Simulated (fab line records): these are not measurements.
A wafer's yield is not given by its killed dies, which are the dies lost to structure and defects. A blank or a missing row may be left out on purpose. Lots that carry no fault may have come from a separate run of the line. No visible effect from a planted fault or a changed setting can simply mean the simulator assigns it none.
Chamber matching :: flow gf180mcu :: GF_PASSIVATION_CVD_02 on pecvd-03: 3 sister chambers
The step deposits Si3N4, target thk 700 nm, time 486.18 s. 6 wafers are shown with their chamber, then 7 later ones without.

== EACH WAFER AND ITS CHAMBER ==
wafer: L216.2
chamber: 2
heater_power_w (W): 768
rf_fwd_power_W (W): 448.4

wafer: L224.1
chamber: 1
heater_power_w (W): 775
rf_fwd_power_W (W): 450.4

wafer: L224.5
chamber: 0
heater_power_w (W): 716
rf_fwd_power_W (W): 449.4

wafer: L224.6
chamber: 2
heater_power_w (W): 703
rf_fwd_power_W (W): 448.5

wafer: L226.1
chamber: 1
heater_power_w (W): 817
rf_fwd_power_W (W): 448.4

wafer: L226.5
chamber: 0
heater_power_w (W): 572
rf_fwd_power_W (W): 447.9

== WAFERS WHOSE CHAMBER IS MISSING ==
wafer: L226.6
heater_power_w (W): 679
rf_fwd_power_W (W): 448.1

wafer: L228.4
heater_power_w (W): 755
rf_fwd_power_W (W): 446.4

wafer: L228.5
heater_power_w (W): 565
rf_fwd_power_W (W): 446.7

wafer: L228.6
heater_power_w (W): 801
rf_fwd_power_W (W): 446.8

wafer: L233.1
heater_power_w (W): 602
rf_fwd_power_W (W): 448.8

wafer: L233.2
heater_power_w (W): 712
rf_fwd_power_W (W): 448.6

wafer: L233.5
heater_power_w (W): 663
rf_fwd_power_W (W): 448.4

== WHICH CHAMBER EACH ONE RAN IN ==
wafer: L226.6
from the rows above: can't be placed: 0 or 2 or 1
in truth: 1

wafer: L228.4
from the rows above: can't be placed: 2 or 0 or 1
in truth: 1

wafer: L228.5
from the rows above: can't be placed: 0 or 2
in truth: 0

wafer: L228.6
from the rows above: can't be placed: 2 or 1 or 0
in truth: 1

wafer: L233.1
from the rows above: can't be placed: 0 or 2
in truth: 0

wafer: L233.2
from the rows above: can't be placed: 2 or 0 or 1
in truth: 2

wafer: L233.5
from the rows above: can't be placed: 0 or 2 or 1
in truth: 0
Correct placement for 0 of the 7. Cannot be placed on the basis of these rows: 7; the candidates contain the true chamber in 7. 0 placed wrongly.
How it was worked out, from the rows above alone: a wafer's distance from a chamber is the root of the sum, over the readings, of the square of ((its reading less the chamber's mean) divided by the reading's scatter). The wafer belongs to the nearest chamber; if the next one is less than 2 further off, it can't be placed. The mean given for a chamber averages the wafers shown for that chamber. How the scatter is found: for the shown wafers, subtract from each reading the mean of its chamber, square and add these, divide the total by (wafers less chambers), then take the root.
